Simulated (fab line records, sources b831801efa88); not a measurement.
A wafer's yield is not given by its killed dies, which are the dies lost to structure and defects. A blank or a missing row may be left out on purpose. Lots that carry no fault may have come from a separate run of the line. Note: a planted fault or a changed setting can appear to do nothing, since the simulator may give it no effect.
The tool behind it: which one? | flow gf180mcu | 12 lots with 36 wafers sampled at 6 steps, on a route of 602 steps

## WHAT THE GAUGES READ, wafer by wafer
GF_STI_CD_MEAS_12: the cd target is 220 nm.
lot  | measured    | on        | cd nm (nm)
L360 | day 2 04:24 | cd sem-01 | 217.2 218.1 216.6
L361 | day 2 07:38 | cd sem-02 | 221.6 220.7 219.7
L363 | day 2 17:29 | cd sem-02 | 220.0 220.1 219.4
L365 | day 3 04:13 | cd sem-01 | 220.3 220.2 221.6
L366 | day 3 08:10 | cd sem-01 | 220.1 221.1 220.7
L367 | day 3 13:18 | cd sem-02 | 219.8 218.7 219.1
L368 | day 3 19:44 | cd sem-02 | 218.4 217.5 217.0
L370 | day 4 04:49 | cd sem-02 | 219.7 220.7 220.2
L372 | day 4 14:57 | cd sem-02 | 219.7 218.0 220.1
L380 | day 6 14:51 | cd sem-01 | 221.7 220.2 220.7
L382 | day 6 23:06 | cd sem-02 | 220.4 219.4 220.2
L383 | day 7 01:35 | cd sem-02 | 219.3 220.0 218.8

GF_LVPWELL_TW_MEAS_11.
lot  | measured    | on            | LVPWELL_TW
L360 | day 3 23:45 | film metro-04 | 560 563 563
L361 | day 4 04:48 | film metro-04 | 563 565 564
L363 | day 4 12:55 | film metro-01 | 562 561 556
L365 | day 5 03:07 | film metro-02 | 551 551 550
L366 | day 5 07:31 | film metro-01 | 565 565 561
L367 | day 5 12:21 | film metro-01 | 621 619 619
L368 | day 5 18:34 | film metro-01 | 620 618 618
L370 | day 6 05:47 | film metro-01 | 561 564 564
L372 | day 6 13:00 | film metro-01 | 614 615 617
L380 | day 8 21:15 | film metro-04 | 559 562 564
L382 | day 9 06:11 | film metro-02 | 553 552 551
L383 | day 9 09:16 | film metro-02 | 553 551 557

GF_VT_IMPLANT_RS_MEAS_48: a four-point-probe measurement.
lot  | measured     | on            | LVPWELL_RS (ohm/sq)
L360 | day 7 14:38  | film metro-02 | 1192.4 1194.7 1198.3
L361 | day 7 22:01  | film metro-01 | 1200.7 1195.3 1200.5
L363 | day 8 06:43  | film metro-04 | 1195.2 1192.5 1196.0
L365 | day 8 23:05  | film metro-02 | 1200.9 1199.5 1200.3
L366 | day 9 04:55  | film metro-04 | 1194.9 1195.4 1196.3
L367 | day 9 10:47  | film metro-04 | 1397.7 1398.5 1397.0
L368 | day 9 19:52  | film metro-02 | 1401.3 1403.6 1401.6
L370 | day 10 08:47 | film metro-02 | 1197.1 1197.2 1194.6
L372 | day 10 19:41 | film metro-01 | 1407.8 1406.6 1411.2
L380 | day 13 12:17 | film metro-04 | 1198.6 1196.4 1194.7
L382 | day 14 01:17 | film metro-04 | 1194.9 1191.3 1194.5
L383 | day 14 04:22 | film metro-04 | 1193.7 1194.6 1192.6

GF_POLY_GATE_THK_MEAS_01.
lot  | measured     | on            | POLY_GATE_CVD_00_THK (nm)
L360 | day 8 14:33  | film metro-03 | 203.6 202.4 203.6
L361 | day 8 21:55  | film metro-04 | 198.8 196.9 196.9
L363 | day 9 05:25  | film metro-03 | 201.3 201.9 201.0
L365 | day 9 22:31  | film metro-01 | 200.6 200.3 200.9
L366 | day 10 04:02 | film metro-04 | 202.5 203.1 202.5
L367 | day 10 09:11 | film metro-03 | 199.3 200.1 198.8
L368 | day 10 18:54 | film metro-03 | 202.2 200.4 200.0
L370 | day 11 10:58 | film metro-04 | 198.8 199.5 200.2
L372 | day 12 02:04 | film metro-04 | 202.9 202.2 201.5
L380 | day 14 15:38 | film metro-04 | 199.9 199.4 198.4
L382 | day 15 03:52 | film metro-03 | 199.2 198.3 201.3
L383 | day 15 09:08 | film metro-03 | 203.4 203.6 202.9

## WHICH TOOL RAN EACH LOT (tool, then ch and the chambers of the sampled wafers, then the start)
lot  | GF_STI_STRIP_15                     | GF_LVPWELL_IMPLANT_08
L360 | plasma asher-04 ch 1, day 2 04:40   | implanter-03 ch 0, day 3 23:21
L361 | plasma asher-02 ch 0,1, day 2 07:53 | implanter-04 ch 0, day 4 04:25
L363 | plasma asher-03 ch 0, day 2 17:44   | implanter-02 ch 0, day 4 12:31
L365 | plasma asher-04 ch 0,1, day 3 04:29 | implanter-04 ch 0, day 5 02:42
L366 | plasma asher-03 ch 0,1, day 3 08:25 | implanter-02 ch 0, day 5 07:10
L367 | plasma asher-02 ch 0,1, day 3 13:34 | implanter-02 ch 0, day 5 11:57
L368 | plasma asher-02 ch 0, day 3 19:59   | implanter-02 ch 0, day 5 18:10
L370 | plasma asher-02 ch 0,1, day 4 05:05 | implanter-04 ch 0, day 6 05:23
L372 | plasma asher-02 ch 0,1, day 4 15:13 | implanter-02 ch 0, day 6 12:36
L380 | plasma asher-02 ch 0,1, day 6 15:07 | implanter-03 ch 0, day 8 20:51
L382 | plasma asher-02 ch 0, day 6 23:22   | implanter-04 ch 0, day 9 05:47
L383 | plasma asher-03 ch 0,1, day 7 01:50 | implanter-02 ch 0, day 9 08:52
- GF_STI_STRIP_15: strips in O2/N2.
- GF_LVPWELL_IMPLANT_08

## AS READ BY THE TOOLS THEMSELVES (means over the sampled wafers that have a number; for cases with no such wafer, the mark the record gives instead)
GF_STI_STRIP_15.
lot  | tool            | chamber pressure mTorr (mTorr) | drypump motor current A (A) | heater power w (W) | oes product au (a.u.) | platen temp c (C) | strip time to endpoint s (s)
L360 | plasma asher-04 | 1500.8                         | 5.55                        | 321                | 0.380                 | 249.93            | 3.69
L361 | plasma asher-02 | 1498.5                         | 5.99                        | 362                | 0.386                 | 250.11            | 3.79
L363 | plasma asher-03 | 1499.2                         | 5.61                        | 353                | 0.380                 | 250.05            | 3.78
L365 | plasma asher-04 | 1500.2                         | 5.89                        | 361                | 0.385                 | 250.01            | 3.73
L366 | plasma asher-03 | 1497.7                         | 5.59                        | 355                | 0.381                 | 249.89            | 3.74
L367 | plasma asher-02 | 1499.8                         | 5.97                        | 406                | 0.382                 | 249.98            | 3.71
L368 | plasma asher-02 | 1501.0                         | 5.95                        | 333                | 0.381                 | 249.94            | 3.71
L370 | plasma asher-02 | 1501.0                         | 5.98                        | 408                | 0.382                 | 250.02            | 3.74
L372 | plasma asher-02 | 1500.9                         | 6.01                        | 402                | 0.380                 | 250.04            | 3.72
L380 | plasma asher-02 | 1498.3                         | 5.98                        | 405                | 0.387                 | 250.19            | 3.76
L382 | plasma asher-02 | 1499.3                         | 5.98                        | 329                | 0.385                 | 250.03            | 3.76
L383 | plasma asher-03 | 1498.4                         | 5.60                        | 351                | 0.380                 | 249.93            | 3.75

GF_LVPWELL_IMPLANT_08.
lot  | tool         | tilt deg (degrees)
L360 | implanter-03 | -0.022
L361 | implanter-04 | 0.008
L363 | implanter-02 | -0.002
L365 | implanter-04 | -0.000
L366 | implanter-02 | 0.000
L367 | implanter-02 | 4.753
L368 | implanter-02 | 4.711
L370 | implanter-04 | 0.010
L372 | implanter-02 | 4.702
L380 | implanter-03 | -0.014
L382 | implanter-04 | 0.006
L383 | implanter-02 | 0.018

## THE ANSWER, worked out from the rows above alone
Rule: the usual values come from the lots themselves. The widest of any qualifying gaps counts: lots, ordered by their means at a reading, are off when they make up no more than a third of the lots, leave a main group of 4 or more, and stand apart from it by 3 or more times the standard deviation of that group's means. Not used: any main group whose means are identical at the precision the tables above print for the reading. Also off: a lot with no number at a reading for which 4 or more lots have one. The other lots that the step has rows for count as sound. The gauges are gone through in route order, then the tools' own readings, and for those a lot's mean is taken as printed above. At the first step where some lot is off, the reading lying furthest off is the one used; lots without a number count as furthest.
Off: L367, L368, L372, seen at GF_LVPWELL_TW_MEAS_11 (LVPWELL_TW). For the main group the mean is 559 and the standard deviation 5.
A tool fits if, at a process step before that reading, it ran every lot that is off, and no sound lot after the first of them. Not tried: the gauges at GF_LVPWELL_TW_MEAS_11; whatever is off there is also off at GF_LVPWELL_IMPLANT_08, on other tools, and gauge error can't account for it. No candidate that was tried fits.

## WHAT THE SIMULATOR HAD PUT IN
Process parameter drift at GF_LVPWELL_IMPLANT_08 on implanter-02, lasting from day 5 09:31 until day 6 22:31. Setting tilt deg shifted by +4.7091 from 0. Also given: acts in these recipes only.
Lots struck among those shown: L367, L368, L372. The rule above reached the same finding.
